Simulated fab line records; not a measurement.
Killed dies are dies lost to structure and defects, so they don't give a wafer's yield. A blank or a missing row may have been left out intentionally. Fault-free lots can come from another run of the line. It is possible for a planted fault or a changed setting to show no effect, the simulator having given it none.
Chamber matching -- flow gf180mcu -- cmp-02 running GF_V1_CMP_04: 4 sister chambers
The step polishes SiO2. 4 wafers are shown with their chamber, then 6 later ones without.

EACH WAFER AND ITS CHAMBER
wafer,chamber,motorCurrentA (A)
L822.2,0,11.8
L822.3,1,10.7
L823.2,2,11.5
L823.6,3,13.6

WAFERS WITH NO CHAMBER GIVEN
wafer,motorCurrentA (A)
L824.1,11.0
L824.5,11.7
L824.6,10.6
L825.1,11.4
L825.4,10.7
L825.5,10.6

WHICH CHAMBER EACH ONE RAN IN
wafer,from the rows above,in truth
L824.1,can't be placed: 1 or 2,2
L824.5,can't be placed: 0 or 2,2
L824.6,1,1
L825.1,2,2
L825.4,1,1
L825.5,1,1
Correctly placed: 4 of 6. These rows do not allow placing 2 (true chamber among the candidates in 2). Number placed wrongly: 0.
How it was worked out, from the rows above alone: a wafer's distance from a chamber is the root of the sum, over the readings, of the square of ((its reading less the chamber's mean) divided by the reading's scatter). The wafer belongs to the nearest chamber; if the next one is less than 2 further off, it can't be placed. The mean given for a chamber averages the wafers shown for that chamber. The scatter (one wafer shown for each chamber): square how far every hidden wafer sits from the nearest shown wafer, average those squares and take the square root.
